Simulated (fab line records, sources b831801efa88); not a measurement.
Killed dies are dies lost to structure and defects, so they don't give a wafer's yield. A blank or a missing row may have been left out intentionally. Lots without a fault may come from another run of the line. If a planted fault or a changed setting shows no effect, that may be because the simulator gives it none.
fab line records    flow sky130    part 2 of 2: steps 24 to 31 of 31
record: lots: 5  wafers: 15  lastDay: 50
route steps=708 shown VIA4@648 METAL5@661
lots with no fault: from the same line, run without faults
startH: the number of hours between the record's first day and the start of the first shown wafer of the lot    waitH: hours from the lot's prior step to this one    " the same as in the row above    L1.1+2: several wafers, shown together as one row    - no value present, or no start provided    * or withheld: withheld    < > ~ a bound
route shown NAME@n: NAME is a module with steps in the file, n the number in the route of the first one    usual: the fault-free wafers' mean and standard deviation    same: alike in all rows    chamber/n: place in a boat    sites: the reading at each site    _std_site: their standard deviation    _edge_site: inner sites' mean taken away from outer sites' mean    radiusMm: for every site, how far away it sits from the centre of the wafer    mask NAME#n: copy n    behind: the tool/chamber that last shaped the wafer    hold: the reason the lot was held/the length of the hold in hours/how it ended    device: names the non-switching transistor (n, p or np)    end of line: the same wafers' tests at the end of the route    a step without rows: its recipe alone    killed: count of dies lost to structure and defects at first sort (not the wafer's yield)    map: per-die view of a wafer (x killed, . not killed, _ where there is no die)
set.NAME: the setting the step ran with; set.NAME@STEP: the setting that earlier step ran with    model.NAME: the simulator's own value behind a step, which no gauge read
a table for each step, a row for each wafer; lots at some steps of the route
services: a tool's chamber out of use, with start hour (startH, from the record's first day; less than 0 if before it), hours out, and reason
== steps ==
step: SKY_METAL5_SOFTBAKE_10
recipe: tempC: 90  timeS: 60  resist: NOVOLAK
usual: exhaustPa: 45.1/0.87  resistLineTempC: 23.00/0.11
lot.wafer  tool           chamber  startH   waitH  exhaustPa  resistLineTempC
L074.2     lithoTrack-01  0        1005.05  0.1    45.1       23.10
L074.3     "              0        "        "      45.3       23.03
L074.6     "              0        "        "      44.5       22.84
L090.1     lithoTrack-04  0        1121.16  0.1    44.3       22.95
L090.2     "              0        "        "      44.6       23.04
L090.3     "              0        "        "      45.6       22.91
L093.3     lithoTrack-04  0        1147.46  0.1    45.5       23.13
L093.4     "              0        "        "      46.6       23.12
L093.5     "              0        "        "      45.7       22.90
L095.1     lithoTrack-01  0        1151.58  0.1    44.4       22.94
L095.3     "              0        "        "      45.8       23.08
L095.4     "              0        "        "      45.2       22.87
L096.1     lithoTrack-02  0        1156.72  0.1    46.4       22.96
L096.4     "              0        "        "      47.1       23.22
L096.5     "              0        "        "      44.6       23.01
step: SKY_METAL5_EXPOSE_11
recipe: maskId: MM5  na: 0.6  sourceShape: conventional  sigmaOuter: 0.6  polarization: unpolarized  targetCdNm: 1600  doseMj: 190
same: na: 0.6
lot.wafer   tool             chamber  startH  waitH  mask
L074.2+3+6  ilineStepper-01  0        -       -      MM5#0
L090.1+2+3  ilineStepper-02  0        -       -      MM5#0
L093.3+4+5  ilineStepper-01  0        -       -      MM5#0
L095.1+3+4  ilineStepper-01  0        -       -      MM5#0
L096.1+4+5  ilineStepper-01  0        -       -      MM5#0
step: SKY_METAL5_PEB_12
recipe: tempC: withheld  timeS: *  resist: NOVOLAK
usual: exhaustPa: 45.1/0.93  resistLineTempC: *
lot.wafer  tool           chamber  startH  waitH  exhaustPa  resistLineTempC
L074.2     lithoTrack-04  0        -       -      44.1       *
L074.3     "              0        "       "      45.9       *
L074.6     "              0        "       "      44.5       *
L090.1     lithoTrack-01  0        -       -      44.1       *
L090.2     "              0        "       "      45.5       *
L090.3     "              0        "       "      44.8       *
L093.3     lithoTrack-04  0        -       -      45.5       *
L093.4     "              0        "       "      44.6       *
L093.5     "              0        "       "      45.9       *
L095.1     lithoTrack-02  0        -       -      44.8       *
L095.3     "              0        "       "      44.9       *
L095.4     "              0        "       "      45.6       *
L096.1     lithoTrack-01  0        -       -      45.0       *
L096.4     "              0        "       "      44.5       *
L096.5     "              0        "       "      44.4       *
step: SKY_METAL5_DEVELOP_13
recipe: resist: NOVOLAK  developer: TMAH  developTimeS: 60  devTempC: 23
usual: exhaustPa: 45.0/0.77  resistLineTempC: 23.02/0.1
lot.wafer  tool           chamber  startH   waitH  exhaustPa  resistLineTempC
L074.2     lithoTrack-04  0        1015.98  0.1    45.5       22.98
L074.3     "              0        "        "      43.7       22.94
L074.6     "              0        "        "      44.4       23.03
L090.1     lithoTrack-01  0        1130.42  0.1    44.0       22.98
L090.2     "              0        "        "      44.7       23.00
L090.3     "              0        "        "      44.6       22.99
L093.3     lithoTrack-04  0        1156.51  0.1    45.9       23.24
L093.4     "              0        "        "      44.6       23.20
L093.5     "              0        "        "      46.1       23.21
L095.1     lithoTrack-02  0        1160.22  0.1    43.4       22.98
L095.3     "              0        "        "      44.6       23.13
L095.4     "              0        "        "      44.0       23.36
L096.1     lithoTrack-01  0        1165.13  0.1    45.4       23.01
L096.4     "              0        "        "      45.2       23.07
L096.5     "              0        "        "      44.3       22.88
step: SKY_METAL5_DESCUM_14
recipe: chemistry: O2  sourcePowerW: 150  biasPowerW: 0  pressureMtorr: 10  tempC: 40  timeS: 11
usual: drypumpMotorCurrentA: 5.7/0.58  heBacksideLeakSccm: 3.30/0.18  oesProductAu: 1.002/0.01
lot.wafer  tool         chamber  startH   waitH  drypumpMotorCurrentA  heBacksideLeakSccm  oesProductAu  rfHoursCounterH
L074.2     rieMetal-03  1        1016.11  0.1    5.1                   3.18                1.015         11
L074.3     "            1        "        "      5.1                   3.16                1.006         -
L074.6     "            0        "        "      5.0                   3.17                1.004         -
L090.1     rieMetal-04  0        1130.57  0.1    6.1                   3.19                1.005         14
L090.2     "            1        "        "      6.3                   3.43                0.997         18
L090.3     "            1        "        "      6.3                   3.35                0.990         -
L093.3     rieMetal-02  0        1156.62  0.1    5.9                   3.57                1.009         -
L093.4     "            1        "        "      6.3                   3.34                1.013         -
L093.5     "            1        "        "      6.3                   3.32                1.008         -
L095.1     rieMetal-03  1        1160.37  0.1    5.1                   3.27                1.008         21
L095.3     "            0        "        "      5.0                   3.21                1.008         -
L095.4     "            1        "        "      5.1                   3.36                0.999         -
L096.1     rieMetal-03  1        1165.28  0.1    5.1                   3.37                1.019         22
L096.4     "            0        "        "      5.0                   3.17                1.015         -
L096.5     "            1        "        "      5.1                   3.28                1.012         -
step: SKY_METAL5_METAL_ETCH_15
recipe: targetDepthA: 12600  stopOn: SiO2  overEtchFrac: 0.2  timeS: 252  chemistry: Cl2/BCl3  resistSidewallDeg: 86  pressureMtorr: 10  icpW: 900  biasW: 48.5  Cl2_flow_sccm: 60  bcl3FlowSccm: 30
usual: drypumpMotorCurrentA: 5.7/0.57  heBacksideLeakSccm: 3.29/0.18  oesProductAu: 0.894/0.0045  throttleValvePct: 22.265/0.0085
lot.wafer  tool         chamber  startH   waitH  drypumpMotorCurrentA  heBacksideLeakSccm  oesProductAu  rfHoursCounterH  throttleValvePct
L074.2     rieMetal-03  1        1016.14  0.0    5.1                   3.50                0.899         11               22.250
L074.3     "            1        "        "      5.1                   3.28                0.892         -                22.262
L074.6     "            0        "        "      5.0                   3.19                0.888         -                22.255
L090.1     rieMetal-04  0        1130.61  0.0    6.1                   3.66                0.892         14               22.268
L090.2     "            1        "        "      6.3                   3.45                0.890         18               22.263
L090.3     "            1        "        "      6.3                   3.46                0.894         -                22.276
L093.3     rieMetal-02  0        1156.72  0.1    5.9                   3.19                0.895         -                22.268
L093.4     "            1        "        "      6.3                   3.04                0.890         -                22.272
L093.5     "            1        "        "      6.3                   3.46                0.895         -                22.261
L095.1     rieMetal-03  1        1160.40  0.0    5.1                   3.25                0.892         21               22.272
L095.3     "            0        "        "      5.0                   2.99                0.892         -                22.277
L095.4     "            1        "        "      5.1                   3.36                0.895         -                22.255
L096.1     rieMetal-03  1        1165.31  0.0    5.1                   3.33                0.899         22               22.262
L096.4     "            0        "        "      4.9                   3.04                0.895         -                22.256
L096.5     "            1        "        "      5.1                   3.20                0.898         -                22.275
step: SKY_METAL5_STRIP_16
recipe: chemistry: O2/N2  powerW: 1400  pressureMtorr: 1500  platenTempC: withheld  o2FlowSccm: 3000  n2FlowSccm: 300  overashFraction: 0.5
usual: drypumpMotorCurrentA: 5.8/0.52  oesProductAu: 0.710/0.0046  stripTimeToEndpointS: 13.01/0.12
lot.wafer  tool            chamber  startH   waitH  drypumpMotorCurrentA  oesProductAu  rfHoursCounterH  stripTimeToEndpointS
L074.2     plasmaAsher-01  1        1016.38  0.2    6.5                   0.701         122              12.95
L074.3     "               0        "        "      6.5                   0.710         -                12.98
L074.6     "               1        "        "      6.6                   0.711         -                12.94
L090.1     plasmaAsher-01  0        1130.84  0.2    6.5                   0.711         6                13.06
L090.2     "               1        "        "      6.6                   0.709         6                13.27
L090.3     "               1        "        "      6.6                   0.711         -                13.21
L093.3     plasmaAsher-03  0        1156.91  0.1    5.6                   0.719         -                13.01
L093.4     "               1        "        "      5.8                   0.718         -                12.87
L093.5     "               0        "        "      5.6                   0.701         -                12.98
L095.1     plasmaAsher-04  1        1160.64  0.2    5.2                   0.711         97               13.01
L095.3     "               1        "        "      5.2                   0.709         -                13.01
L095.4     "               0        "        "      5.6                   0.704         -                12.98
L096.1     plasmaAsher-04  1        1165.54  0.2    5.2                   0.708         98               12.79
L096.4     "               0        "        "      5.6                   0.710         -                12.81
L096.5     "               0        "        "      5.5                   0.712         -                12.79
step: SKY_METAL5_STRIP_17
recipe: chemistry: postEtchResidueRemover  timeS: 1200  tempC: 72.5
usual: bathHeatDutyPct: 14.4/1.2
lot.wafer  tool         chamber  startH   waitH  bathHeatDutyPct
L074.2     wetBench-04  2        1016.48  0.1    15.7
L074.3     "            2        "        "      15.2
L074.6     "            2        "        "      13.4
L090.1     wetBench-04  1        1130.94  0.1    14.7
L090.2     "            1        "        "      14.8
L090.3     "            1        "        "      14.9
L093.3     wetBench-03  1        1156.98  0.0    14.9
L093.4     "            1        "        "      15.6
L093.5     "            1        "        "      14.4
L095.1     wetBench-03  3        1160.74  0.1    12.8
L095.3     "            3        "        "      12.0
L095.4     "            3        "        "      12.6
L096.1     wetBench-01  1        1165.64  0.1    13.9
L096.4     "            1        "        "      14.2
L096.5     "            1        "        "      15.0
== services ==
tool             chamber  startH   hours  kind
rieDiel-01       1        978.05   4.4    repair
plasmaAsher-01   -        979.70   15.6   pm
rieDiel-01       0        999.86   12.3   repair
rieDiel-01       2        1007.87  2.7    repair
rieDiel-01       1        1017.56  2.5    repair
cvdW-02          -        1031.40  0.8    repair
wetBench-01      -        1032.00  3.7    repair
cvdW-02          -        1043.35  2.6    repair
plasmaAsher-01   -        1047.71  13.1   repair
pvdSputter-01    -        1051.63  1.2    repair
cmp-02           -        1055.84  0.7    repair
plasmaAsher-01   -        1060.80  9.0    pm
cmp-02           -        1063.06  2.0    repair
pvdSputter-02    -        1065.20  1.7    repair
ilineStepper-01  -        1068.95  1.7    pm
cmp-02           -        1070.30  10.6   repair
cmp-02           -        1079.00  12.3   repair
cmp-02           -        1081.55  2.7    repair
cmp-02           -        1091.30  4.0    pm
pvdSputter-01    -        1101.81  2.2    repair
rieDiel-01       0        1115.00  4.3    repair
cvdW-02          0        1117.44  16.0   repair
pvdSputter-03    -        1119.91  2.9    repair
cmp-02           -        1122.97  5.0    pm
